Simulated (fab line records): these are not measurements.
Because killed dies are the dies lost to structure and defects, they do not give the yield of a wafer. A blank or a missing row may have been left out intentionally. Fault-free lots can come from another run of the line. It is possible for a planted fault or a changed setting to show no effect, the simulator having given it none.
Matching of chambers + flow sky130 + rie-diel-04 running SKY_CONTACT_ETCH_17: 4 sister chambers
The step etches SiO2 in C4F8/O2/Ar, stops on Si3N4, target depth 340 nm. 16 wafers are shown with their chamber, then 8 later ones without.

## WAFERS, EACH WITH ITS CHAMBER
| wafer  | chamber | oes-product-au (a.u.) |
|--------|---------|-----------------------|
| L074.1 | 1       | 0.892                 |
| L074.2 | 2       | 0.891                 |
| L074.3 | 1       | 0.895                 |
| L078.1 | 2       | 0.891                 |
| L078.2 | 1       | 0.893                 |
| L078.4 | 0       | 0.890                 |
| L081.2 | 1       | 0.897                 |
| L081.5 | 1       | 0.898                 |
| L081.6 | 3       | 0.888                 |
| L085.1 | 1       | 0.884                 |
| L085.3 | 0       | 0.891                 |
| L085.6 | 2       | 0.895                 |
| L089.2 | 0       | 0.893                 |
| L089.3 | 2       | 0.889                 |
| L089.4 | 1       | 0.891                 |
| L091.2 | 0       | 0.892                 |

SIGNATURES (averages over the wafers above)
| reading        | chamber 0 | chamber 1 | chamber 2 | chamber 3 | scatter within a chamber |
|----------------|-----------|-----------|-----------|-----------|--------------------------|
| oes-product-au | 0.89150   | 0.89286   | 0.89150   | 0.88800   | 0.00359                  |
Rule: distance of a wafer from a chamber = root of the sum over the readings of ((wafer's reading minus chamber's mean) / reading's scatter) squared. The wafer belongs to the nearest chamber; if the next one is less than 2 further off, it can't be placed. The scatter is the square root of a quotient: the sum, over the shown wafers, of each reading's squared deviation from its chamber's mean, divided by wafers minus chambers.

## WAFERS WITHOUT THEIR CHAMBER
| wafer  | oes-product-au (a.u.) |
|--------|-----------------------|
| L091.4 | 0.897                 |
| L091.5 | 0.899                 |
| L092.1 | 0.891                 |
| L092.2 | 0.890                 |
| L092.4 | 0.888                 |
| L096.3 | 0.888                 |
| L096.4 | 0.896                 |
| L096.5 | 0.895                 |

## WHICH CHAMBER EACH WENT THROUGH
| wafer  | from the rows above               | in truth |
|--------|-----------------------------------|----------|
| L091.4 | can't be placed: 1 or 0 or 2 or 3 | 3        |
| L091.5 | can't be placed: 1 or 0 or 2 or 3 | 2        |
| L092.1 | can't be placed: 0 or 2 or 1 or 3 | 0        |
| L092.2 | can't be placed: 0 or 2 or 3 or 1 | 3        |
| L092.4 | can't be placed: 3 or 0 or 2 or 1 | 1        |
| L096.3 | can't be placed: 3 or 0 or 2 or 1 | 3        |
| L096.4 | can't be placed: 1 or 0 or 2 or 3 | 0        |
| L096.5 | can't be placed: 1 or 0 or 2 or 3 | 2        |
0 of 8 placed correctly. Unplaceable from these rows: 8, with the true chamber sitting among the candidates in 8. Placed wrongly: 0.
